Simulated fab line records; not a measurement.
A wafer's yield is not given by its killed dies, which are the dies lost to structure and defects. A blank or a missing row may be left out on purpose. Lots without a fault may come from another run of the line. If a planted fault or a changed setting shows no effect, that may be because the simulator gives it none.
A struck lot beside a sound one    flow sky130    19 steps out of a route of 708
Sound: these wafers, L398.3, L398.5, L398.6. The struck wafers were L393.1, L393.3, L393.5. At the end, the cause is stated.
For every step that has rows: the tool of each side, followed by ch and its chambers, followed by its first start. Under that, the readings that differ: sound wafers    struck wafers    difference of the means    sigmas: that difference in standard deviations of wafers without a fault.
alike: readings whose means differ by less than 2 such deviations, and words and numbers that are the same on both sides. not compared: withheld readings, readings that some wafer has no value for, bounds like >300 that may hide the same value, and numbers for which the record gives no deviation and whose values overlap.
The two part at a step that has a row with sigmas, a row that says differs or no value, or rows on one side only. Numbers that don't overlap but have no deviation are shown without sigmas and don't part them. Lack of a reading on every wafer of one side parts them only where that side has two or more wafers.

SKY_POLY_GATE_CD_MEAS_22:
  sound on cd-sem-02, day 23 15:01; struck on cd-sem-02, day 21 01:10
  alike: cd-nm
then, 7 steps without rows for these wafers: SKY_LDD_N_DEHYDRATE_00 (time 60 s); SKY_LDD_N_HMDS_01 (prime time 60 s); SKY_LDD_N_COAT_02 (resist thk 300 nm); SKY_LDD_N_SOFTBAKE_03 (time 60 s); SKY_LDD_N_EXPOSE_04 (exposes mask NTM, target cd 840 nm); SKY_LDD_N_PEB_05; SKY_LDD_N_DEVELOP_06 (develop time 60 s).
SKY_LDD_N_OVL_MEAS_07:
  sound on overlay-02, day 24 21:07; struck on overlay-01, day 22 07:18
  alike: LDD_N_OVL
then, 3 steps without rows for these wafers: SKY_LDD_N_IMPLANT_08; SKY_LDD_N_IMPLANT_09; SKY_LDD_N_IMPLANT_10.
SKY_LDD_N_IMPLANT_11:
  sound on implanter-02 ch 0, day 24 21:38; struck on implanter-02, day 22 07:47
  no value came back on the struck wafers for beam-energy-keV, beam-on-s (s), end-station-pressure-torr (Torr); on the sound wafers beam-energy-keV reads 20.017 20.006 20.002
then, 4 steps without rows for these wafers: SKY_LDD_N_IMPLANT_12; SKY_LDD_N_IMPLANT_13; SKY_LDD_N_IMPLANT_14; SKY_LDD_N_IMPLANT_15.
SKY_LDD_N_STRIP_16: strips in O2/N2.
  sound on plasma-asher-03 ch 0,1, day 24 22:22; struck on plasma-asher-04 ch 0, day 22 08:32
reading                       sound              struck             difference  sigmas
oes-product-au (a.u.)         0.406 0.400 0.403  0.423 0.414 0.405  +0.011      +2
strip-time-to-endpoint-s (s)  4.291 4.299 4.300  4.110 4.141 4.113  -0.175      -12
  alike: drypump-motor-current-A
  not compared: rf-hours-counter-h
SKY_LDD_N_TW_MEAS_17:
  sound on film-metro-01, day 24 22:28; struck on film-metro-03, day 22 08:38
reading   sound           struck          difference  sigmas
LDD_N_TW  2537 2537 2534  2469 2467 2470  -67         -3

## WHERE THEY PART
Last at SKY_LDD_N_TW_MEAS_17 as far as this record goes, first at SKY_LDD_N_IMPLANT_11.

WHY: the cause the simulator had injected
Step skipped in full: implanter-02, at SKY_LDD_N_IMPLANT_11, from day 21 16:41 onward. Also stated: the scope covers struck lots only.
